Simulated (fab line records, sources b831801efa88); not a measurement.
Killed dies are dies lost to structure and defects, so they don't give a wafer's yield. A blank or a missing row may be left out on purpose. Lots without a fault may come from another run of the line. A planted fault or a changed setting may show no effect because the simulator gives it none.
A struck lot beside a sound one | flow gf180mcu | 19 steps out of a route of 602
Sound: wafers L103.1, L103.3, L103.4. Struck: wafers L994.2, L994.3, L994.4. The cause comes at the end.
At each step with rows: each side's tool, then ch and its chambers, then its first start. Under that, the readings that differ: sound wafers | struck wafers | difference of the means | sigmas: that difference in standard deviations of wafers without a fault.
alike: readings whose means differ by less than 2 such deviations, and words and numbers that are the same on both sides. not compared: withheld readings, readings that some wafer has no value for, bounds like >300 that may hide the same value, and numbers for which the record gives no deviation and whose values overlap.
The two part at a step that has a row with sigmas, a row that says differs or no value, or rows on one side only. Numbers that don't overlap but have no deviation are shown without sigmas and don't part them. A reading that every wafer of one side lacks parts them only if that side has two wafers or more.

first, 4 steps without rows for these wafers: GF_NSD_SOFTBAKE_03 (time 60 s); GF_NSD_EXPOSE_04 (exposes mask Nplus, target cd 400 nm); GF_NSD_PEB_05; GF_NSD_DEVELOP_06 (develop time 60 s).
GF_NSD_CD_MEAS_07: target cd 400 nm.
  sound on cd_sem-02, day 18 19:02; struck on cd_sem-02, day 15 17:16
  alike: cd_nm
GF_NSD_OVL_MEAS_08:
  sound on overlay-01, day 18 19:09; struck on overlay-02, day 15 17:23
  alike: NSD_OVL
then, 2 steps without rows for these wafers: GF_NSD_IMPLANT_09; GF_NSD_IMPLANT_10.
GF_NSD_STRIP_11: strips in O2/N2.
  sound on plasma_asher-04 ch 0,1, day 18 19:29; struck on plasma_asher-04 ch 0,1, day 15 17:43
  alike: drypump_motor_current_A, heater_power_w, oes_product_au, platen_temp_c, strip_time_to_endpoint_s
  not compared: rf_hours_counter_h
GF_NSD_TW_MEAS_12:
  sound on film_metro-04, day 18 19:35; struck on film_metro-04, day 15 17:49
  alike: NSD_TW
then, 2 steps without rows for these wafers: GF_PSD_DEHYDRATE_00 (time 60 s); GF_PSD_HMDS_01 (prime time 60 s).
GF_PSD_COAT_02: resist thk 1000 nm.
  sound on litho_track-03 ch 0, day 19 07:20; struck on litho_track-03, day 16 04:31
  no value came back on the struck wafers for chill_plate_temp_C (C), dispense_pressure_kPa (kPa), resist_line_temp_C (C); on the sound wafers chill_plate_temp_C (C) reads 23.07 22.96 22.97
then, 4 steps without rows for these wafers: GF_PSD_SOFTBAKE_03 (time 60 s); GF_PSD_EXPOSE_04 (exposes mask Pplus, target cd 400 nm); GF_PSD_PEB_05; GF_PSD_DEVELOP_06 (develop time 60 s).
GF_PSD_CD_MEAS_07: target cd 400 nm.
  sound on cd_sem-02, day 19 20:06; struck on cd_sem-01, day 16 15:54
  reading    | sound             | struck | difference                    | sigmas
  cd_nm (nm) | 398.2 399.4 397.1 | - - -  | no value on the struck wafers |
GF_PSD_OVL_MEAS_08:
  sound on overlay-02, day 19 20:13; struck on overlay-02, day 16 16:01
  reading      | sound       | struck | difference                    | sigmas
  PSD_OVL (nm) | 0.1 0.0 1.6 | - - -  | no value on the struck wafers |

WHERE THEY PART
First at GF_PSD_COAT_02; last, within this record, at GF_PSD_OVL_MEAS_08.

WHY: what the simulator had put in
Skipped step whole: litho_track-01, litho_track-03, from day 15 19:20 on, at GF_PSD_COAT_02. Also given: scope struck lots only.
